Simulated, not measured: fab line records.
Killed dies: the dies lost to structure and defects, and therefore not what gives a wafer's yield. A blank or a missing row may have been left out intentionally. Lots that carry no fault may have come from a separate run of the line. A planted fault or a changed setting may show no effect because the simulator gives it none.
A single fault, viewed from 2 desks / flow gf180mcu / numbers are kept per desk, each desk with only its own; the story behind them comes last

== DESK OF THE TOOL OWNER: implanter-03 ==
For each lot that ran on this tool, the mean over its sampled wafers that have a number, from the tool's own readings at GF_HV_LDD_IMPLANT_21. Marked OUT: a lot whose mean sits more than 4 standard deviations from the usual mean, which makes it out of limits; the brackets give that distance.
Columns: A = beam on s at GF_HV_LDD_IMPLANT_21, usual 10.02 s; B = end station pressure torr at GF_HV_LDD_IMPLANT_21, usual 5.2e-06 Torr; C = faraday current uA at GF_HV_LDD_IMPLANT_21, usual 281
lot=L213; first seen here=day 12 16:03; A=9.89; B=5.4e-06; C=285
lot=L221; first seen here=day 15 10:08; A=11.31 (+6.4) OUT; B=5.7e-05 (+99 or more) OUT; C=253 (-5.1) OUT
lot=L222; first seen here=day 15 14:50; A=11.22 (+6.0) OUT; B=5.8e-05 (+99 or more) OUT; C=254 (-4.9) OUT
Finding of this desk: L221, L222 out of limits; the first was L221 at day 15 10:08, on beam on s at GF_HV_LDD_IMPLANT_21. Within limits: L213.

== THE METROLOGY DESK ==
Means of the sampled wafers that have a number, per lot and without regard to the tool the lot ran on: this is what the gauges read. Marked OUT: a lot whose mean sits more than 4 standard deviations from the usual mean, which makes it out of limits; the brackets give that distance.
Columns: A = HV_LDD_TW at GF_HV_LDD_TW_MEAS_11, usual 2428; B = cd nm at GF_HV_LDD_CD_MEAS_19, usual 400.0 nm; C = HV_LDD_01_OVL at GF_HV_LDD_OVL_MEAS_20, usual -1.4 nm
lot=L213; first seen here=day 11 20:24; A=2398; B=400.9; C=-2.4
lot=L218; first seen here=day 13 04:31; A=2400; B=395.2; C=1.1
lot=L221; first seen here=day 14 12:28; A=2471; B=397.9; C=-1.8
lot=L222; first seen here=day 14 17:06; A=2465; B=400.4; C=-1.9
lot=L228; first seen here=day 16 13:15; A=2418; B=400.4; C=1.1
lot=L230; first seen here=day 17 04:31; A=2412; B=400.6; C=-1.0
This desk's finding: nothing out of limits on any of the 6 lots.

== PUT TOGETHER ==
An alarm could have come from the tool owner's desk at day 15 10:08, on L221, L222.
The metrology desk saw nothing out of limits.
The metrology desk has L221, L222 on record, within its limits.
Every lot named ran GF_HV_LDD_IMPLANT_21 on implanter-03.

== WHAT THE SIMULATOR HAD INSERTED ==
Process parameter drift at GF_HV_LDD_IMPLANT_21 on implanter-03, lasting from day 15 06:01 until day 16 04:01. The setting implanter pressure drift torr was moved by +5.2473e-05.
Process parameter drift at GF_HV_LDD_IMPLANT_21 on implanter-03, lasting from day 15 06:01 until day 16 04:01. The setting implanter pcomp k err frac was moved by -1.
Lots struck among those shown: L221, L222.
Each desk's first reading out of limits, in hours after the fault started: the tool owner's desk, 4.
